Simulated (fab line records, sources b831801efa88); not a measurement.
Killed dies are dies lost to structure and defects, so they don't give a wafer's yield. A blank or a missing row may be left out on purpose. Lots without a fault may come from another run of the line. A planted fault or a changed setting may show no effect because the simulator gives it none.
Which tool did it? | flow sky130 | 24 lots, 72 wafers sampled, at 2 steps of a route of 708

WHAT THE GAUGES READ, wafer by wafer
SKY_METAL1_OVL_MEAS_16. Usual: METAL1_OVL 0 nm, standard deviation 6.4.
lot  | measured     | on         | METAL1_OVL (nm) | flag
L074 | day 32 23:17 | overlay-01 | -5 -2 1         |
L075 | day 33 06:14 | overlay-01 | -2 -5 -4        |
L076 | day 33 12:31 | overlay-02 | 7 3 14          |
L077 | day 33 17:53 | overlay-01 | -6 2 0          |
L078 | day 34 04:41 | overlay-01 | -12 -11 -4      |
L079 | day 34 11:44 | overlay-01 | -3 7 -3         |
L080 | day 34 19:50 | overlay-02 | 0 5 -1          |
L081 | day 35 06:43 | overlay-02 | -2 -7 1         |
L082 | day 35 15:44 | overlay-01 | -11 -3 -1       |
L083 | day 36 02:59 | overlay-01 | 5 -1 2          |
L084 | day 36 03:31 | overlay-02 | -5 2 1          |
L085 | day 36 11:12 | overlay-01 | -1 -7 -1        |
L086 | day 36 15:34 | overlay-02 | 6 0 7           |
L087 | day 36 20:22 | overlay-02 | 7 2 1           |
L088 | day 37 14:59 | overlay-01 | 16 13 15        |
L089 | day 38 02:41 | overlay-01 | -5 -9 -1        |
L090 | day 38 03:01 | overlay-01 | -5 -4 -4        |
L091 | day 38 09:35 | overlay-02 | 12 2 5          |
L092 | day 38 15:43 | overlay-02 | 6 6 3           |
L093 | day 38 19:21 | overlay-02 | -9 0 -10        |
L094 | day 39 05:50 | overlay-01 | -12 -12 -8      |
L095 | day 39 06:54 | overlay-02 | -7 -2 -6        |
L096 | day 39 14:05 | overlay-01 | 2 -4 -1         |
L097 | day 39 16:17 | overlay-02 | -6 6 0          |

WHICH TOOL RAN EACH LOT (tool, then ch and the chambers of the sampled wafers, then the start)
lot  | SKY_METAL1_SPUTTER_00
L074 | pvd_sputter-04, day 31 19:57
L075 | pvd_sputter-02, day 32 02:33
L076 | pvd_sputter-02, day 32 09:47
L077 | pvd_sputter-04, day 32 14:41
L078 | pvd_sputter-02, day 33 02:29
L079 | pvd_sputter-04, day 33 08:17
L080 | pvd_sputter-03, day 33 16:38
L081 | pvd_sputter-03, day 34 04:20
L082 | pvd_sputter-04, day 34 12:50
L083 | pvd_sputter-03, day 35 00:25
L084 | pvd_sputter-04, day 35 01:22
L085 | pvd_sputter-02, day 35 09:31
L086 | pvd_sputter-04, day 35 13:15
L087 | pvd_sputter-04, day 35 18:41
L088 | pvd_sputter-02, day 36 12:15
L089 | pvd_sputter-03, day 36 23:29
L090 | pvd_sputter-02, day 37 00:11
L091 | pvd_sputter-03, day 37 08:04
L092 | pvd_sputter-03, day 37 14:56
L093 | pvd_sputter-02, day 37 18:08
L094 | pvd_sputter-03, day 38 04:23
L095 | pvd_sputter-04, day 38 05:32
L096 | pvd_sputter-03, day 38 12:50
L097 | pvd_sputter-02, day 38 14:59
- SKY_METAL1_SPUTTER_00: material Ti, target thk 15 nm, time 10 s.

WHAT THE TOOLS THEMSELVES READ (means of the sampled wafers that have a number; where no wafer has one, the mark that the record gives instead)
SKY_METAL1_SPUTTER_00. Usual: throttle_valve_pct 30.7 %, standard deviation 1.1.
lot  | tool           | throttle_valve_pct (%) | flag
L074 | pvd_sputter-04 | 30.2                   |
L075 | pvd_sputter-02 | 31.0                   |
L076 | pvd_sputter-02 | 30.5                   |
L077 | pvd_sputter-04 | 30.3                   |
L078 | pvd_sputter-02 | 31.3                   |
L079 | pvd_sputter-04 | 30.9                   |
L080 | pvd_sputter-03 | 31.4                   |
L081 | pvd_sputter-03 | 30.8                   |
L082 | pvd_sputter-04 | 30.2                   |
L083 | pvd_sputter-03 | 30.1                   |
L084 | pvd_sputter-04 | 30.3                   |
L085 | pvd_sputter-02 | 30.6                   |
L086 | pvd_sputter-04 | 29.7                   |
L087 | pvd_sputter-04 | 30.1                   |
L088 | pvd_sputter-02 | 30.4                   |
L089 | pvd_sputter-03 | 32.3                   |
L090 | pvd_sputter-02 | 30.6                   |
L091 | pvd_sputter-03 | 31.1                   |
L092 | pvd_sputter-03 | 30.2                   |
L093 | pvd_sputter-02 | 31.3                   |
L094 | pvd_sputter-03 | 32.4                   |
L095 | pvd_sputter-04 | 30.6                   |
L096 | pvd_sputter-03 | 29.8                   |
L097 | pvd_sputter-02 | 31.3                   |

THE ANSWER, worked out from the rows above alone
Rule: a lot is off if the mean of its wafers that have a number lies more than 3 standard deviations from the usual mean. A lot without any number at a reading at which 4 lots or more have one is off too. The other lots that the step has rows for count as sound. The gauges are gone through in route order, then the tools' own readings, and for those a lot's mean is taken as printed above. The first step at which some lot is off is used, and at that step the reading that is off furthest; a lot without a number counts as furthest.
No lot is off at any reading shown: from this, nothing can be told.

WHAT THE SIMULATOR HAD PUT IN
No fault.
